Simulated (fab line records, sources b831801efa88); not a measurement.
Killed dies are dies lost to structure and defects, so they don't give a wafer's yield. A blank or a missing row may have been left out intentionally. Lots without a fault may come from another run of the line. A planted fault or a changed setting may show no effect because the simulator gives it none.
Which tool did it? -- flow gf180mcu -- Sampling: 24 lots, 72 wafers, 4 of 602 route steps

== WHAT THE GAUGES SHOWED, per wafer ==
GF_M1_OVL_MEAS_15. Usual: M1_OVL gives 1 nm (standard deviation 5.8).
lot,measured,on,M1_OVL (nm),flag
L074,day 17 01:02,overlay-02,11 11 13,
L075,day 17 10:32,overlay-01,5 10 4,
L076,day 17 11:37,overlay-01,5 -4 1,
L077,day 18 05:17,overlay-02,7 0 -5,
L078,day 18 21:11,overlay-01,5 -1 -2,
L079,day 19 11:59,overlay-02,10 7 10,
L080,day 19 13:10,overlay-01,1 3 3,
L083,day 20 20:37,overlay-02,17 0 7,
L081,day 20 20:52,overlay-01,-1 -3 3,
L082,day 20 21:13,overlay-02,5 5 10,
L084,day 21 15:59,overlay-01,-8 1 2,
L085,day 21 19:46,overlay-02,-9 -4 -3,
L086,day 21 20:29,overlay-02,-4 -7 1,
L088,day 22 03:38,overlay-02,-6 -5 -3,
L087,day 22 05:31,overlay-02,5 5 2,
L091,day 22 21:44,overlay-01,3 -3 3,
L089,day 23 03:20,overlay-01,-2 1 -5,
L090,day 23 03:37,overlay-02,10 5 4,
L092,day 23 10:27,overlay-02,-2 2 0,
L093,day 23 17:50,overlay-02,-4 -5 -6,
L094,day 23 19:05,overlay-02,1 -2 -5,
L095,day 24 05:03,overlay-01,10 2 8,
L096,day 24 12:34,overlay-01,-2 -7 2,
L097,day 24 21:10,overlay-01,0 -1 6,

GF_MIM_THK_MEAS_11: measures by xrf. Usual: MIM_ALCU_THK gives 201.0 nm (standard deviation 2.5).
lot,measured,on,MIM_ALCU_THK (nm),flag
L074,day 24 09:14,filmMetro-01,202.1 199.7 199.8,
L075,day 24 17:29,filmMetro-01,201.2 201.9 205.5,
L076,day 24 20:13,filmMetro-04,198.6 207.7 197.2,
L077,day 25 10:19,filmMetro-04,202.4 202.3 203.7,
L078,day 26 01:51,filmMetro-03,204.0 198.0 199.1,
L079,day 26 12:30,filmMetro-03,198.4 204.9 199.9,
L080,day 26 12:43,filmMetro-04,201.9 199.7 201.2,
L083,day 27 17:22,filmMetro-01,202.5 202.2 201.9,
L081,day 27 18:07,filmMetro-03,203.4 198.0 198.8,
L082,day 27 18:44,filmMetro-01,200.6 199.9 201.4,
L084,day 28 08:25,filmMetro-04,200.3 199.5 201.1,
L085,day 28 13:01,filmMetro-04,196.5 198.8 198.3,
L086,day 28 13:29,filmMetro-01,195.5 200.1 200.9,
L088,day 28 19:58,filmMetro-04,202.5 201.4 201.8,
L087,day 28 20:17,filmMetro-03,204.7 197.5 205.1,
L091,day 29 11:15,filmMetro-01,203.0 202.9 201.1,
L089,day 29 14:19,filmMetro-03,202.6 201.8 201.2,
L090,day 29 15:16,filmMetro-04,195.7 197.4 199.7,
L092,day 29 20:27,filmMetro-03,200.1 198.4 203.0,
L093,day 30 02:02,filmMetro-04,200.4 200.3 200.0,
L094,day 30 04:46,filmMetro-04,203.8 206.0 202.7,
L095,day 30 12:35,filmMetro-04,201.1 197.2 198.8,
L096,day 30 17:26,filmMetro-03,206.8 202.1 201.1,
L097,day 31 00:32,filmMetro-03,198.5 199.3 198.7,

== WHAT TOOL EACH LOT RAN ON (gives the tool, then ch and the chambers of the sampled wafers, and finally the start) ==
lot,GF_V2_STRIP_18,GF_MIM_SPUTTER_07
L074,"plasmaAsher-01 ch 0,1, day 20 04:43","pvdSputter-04, day 24 09:01"
L075,"plasmaAsher-02 ch 0,1, day 20 14:47","pvdSputter-01, day 24 17:16"
L076,"plasmaAsher-03 ch 0,1, day 20 16:26","pvdSputter-01, day 24 20:00"
L077,"plasmaAsher-01 ch 0,1, day 21 09:20","pvdSputter-04, day 25 10:06"
L078,"plasmaAsher-02 ch 1, day 22 01:58","pvdSputter-01, day 26 01:37"
L079,"plasmaAsher-02 ch 0,1, day 22 15:56","pvdSputter-01, day 26 12:16"
L080,"plasmaAsher-01 ch 0,1, day 22 16:53","pvdSputter-02, day 26 12:29"
L083,"plasmaAsher-02 ch 0,1, day 23 22:20","pvdSputter-04, day 27 17:08"
L081,"plasmaAsher-02 ch 0,1, day 23 23:22","pvdSputter-01, day 27 17:53"
L082,"plasmaAsher-01 ch 0,1, day 24 00:14","pvdSputter-04, day 27 18:30"
L084,"plasmaAsher-02 ch 0,1, day 24 16:59","pvdSputter-04, day 28 08:11"
L085,"plasmaAsher-03 ch 0,1, day 24 19:22","pvdSputter-04, day 28 12:47"
L086,"plasmaAsher-02 ch 0,1, day 24 19:58","pvdSputter-01, day 28 13:15"
L088,"plasmaAsher-03 ch 1, day 25 02:52","pvdSputter-04, day 28 19:43"
L087,"plasmaAsher-03 ch 0,1, day 25 04:32","pvdSputter-01, day 28 20:04"
L091,"plasmaAsher-01 ch 0,1, day 25 20:12","pvdSputter-01, day 29 11:00"
L089,"plasmaAsher-03 ch 0,1, day 26 00:38","pvdSputter-04, day 29 14:06"
L090,"plasmaAsher-02 ch 0,1, day 26 01:01","pvdSputter-02, day 29 15:01"
L092,"plasmaAsher-02 ch 0,1, day 26 07:15","pvdSputter-02, day 29 20:12"
L093,"plasmaAsher-02 ch 0,1, day 26 14:17","pvdSputter-04, day 30 01:49"
L094,"plasmaAsher-03 ch 0,1, day 26 15:35","pvdSputter-02, day 30 04:33"
L095,"plasmaAsher-02 ch 0,1, day 27 00:24","pvdSputter-01, day 30 12:20"
L096,"plasmaAsher-02 ch 0,1, day 27 05:41","pvdSputter-01, day 30 17:13"
L097,"plasmaAsher-01 ch 0,1, day 27 14:34","pvdSputter-04, day 31 00:19"
- GF_V2_STRIP_18: strips in O2/N2.
- GF_MIM_SPUTTER_07: material TiN, target thk 60 nm, time 50 s.

== AS READ BY THE TOOLS THEMSELVES (means over the sampled wafers that have a number; for cases with no such wafer, the mark the record gives instead) ==
GF_V2_STRIP_18. Usual: drypumpMotorCurrentA 5.89 A, standard deviation 0.11; heaterPowerW 340 W, standard deviation 41; oesProductAu 0.592 a.u., standard deviation 0.0053; platenTempC 249.98 C, standard deviation 0.19.
lot,tool,drypumpMotorCurrentA (A),heaterPowerW (W),oesProductAu (a.u.),platenTempC (C),flag
L074,plasmaAsher-01,5.75,347,0.598,250.00,
L075,plasmaAsher-02,5.91,315,0.596,249.90,
L076,plasmaAsher-03,6.02,332,0.591,249.91,
L077,plasmaAsher-01,5.75,348,0.591,249.71,
L078,plasmaAsher-02,5.89,279,0.594,250.01,
L079,plasmaAsher-02,5.92,320,0.588,249.90,
L080,plasmaAsher-01,5.74,345,0.587,250.17,
L083,plasmaAsher-02,5.90,318,0.596,250.00,
L081,plasmaAsher-02,5.90,315,0.588,249.76,
L082,plasmaAsher-01,5.75,349,0.595,249.91,
L084,plasmaAsher-02,5.91,315,0.593,250.01,
L085,plasmaAsher-03,5.93,342,0.589,250.10,
L086,plasmaAsher-02,5.91,354,0.593,249.90,
L088,plasmaAsher-03,5.88,356,0.594,250.07,
L087,plasmaAsher-03,5.92,340,0.592,250.11,
L091,plasmaAsher-01,5.73,345,0.588,249.94,
L089,plasmaAsher-03,6.03,334,0.595,250.06,
L090,plasmaAsher-02,5.96,356,0.592,250.17,
L092,plasmaAsher-02,5.92,317,0.591,250.04,
L093,plasmaAsher-02,5.94,356,0.592,249.95,
L094,plasmaAsher-03,5.94,347,0.594,250.20,
L095,plasmaAsher-02,5.93,356,0.588,249.98,
L096,plasmaAsher-02,5.90,318,0.591,250.03,
L097,plasmaAsher-01,5.75,349,0.591,249.85,

GF_MIM_SPUTTER_07. Usual: 30.0 % for throttleValvePct, sd 1.1.
lot,tool,throttleValvePct (%),flag
L074,pvdSputter-04,29.6,
L075,pvdSputter-01,30.8,
L076,pvdSputter-01,30.9,
L077,pvdSputter-04,29.7,
L078,pvdSputter-01,30.9,
L079,pvdSputter-01,31.0,
L080,pvdSputter-02,29.3,
L083,pvdSputter-04,29.7,
L081,pvdSputter-01,31.0,
L082,pvdSputter-04,29.5,
L084,pvdSputter-04,29.5,
L085,pvdSputter-04,29.5,
L086,pvdSputter-01,30.8,
L088,pvdSputter-04,29.5,
L087,pvdSputter-01,31.1,
L091,pvdSputter-01,30.3,
L089,pvdSputter-04,29.7,
L090,pvdSputter-02,29.0,
L092,pvdSputter-02,28.2,
L093,pvdSputter-04,29.7,
L094,pvdSputter-02,28.8,
L095,pvdSputter-01,31.3,
L096,pvdSputter-01,31.4,
L097,pvdSputter-04,29.2,

== THE ANSWER, worked out from the rows above alone ==
Rule: a lot counts as off when the mean over its wafers that have a number is more than 3 standard deviations away from the usual mean. Also off: a lot with no number at a reading for which 4 or more lots have one. Any other lot the step has rows for is counted as sound. Order of review: gauges by route order, followed by the tools' own readings, for which a lot's mean as printed above is used. At the first step where some lot is off, the reading lying furthest off is the one used; lots without a number count as furthest.
No lot is off on any of the readings shown, so nothing can be concluded from this.

== WHAT HAD BEEN PUT IN BY THE SIMULATOR ==
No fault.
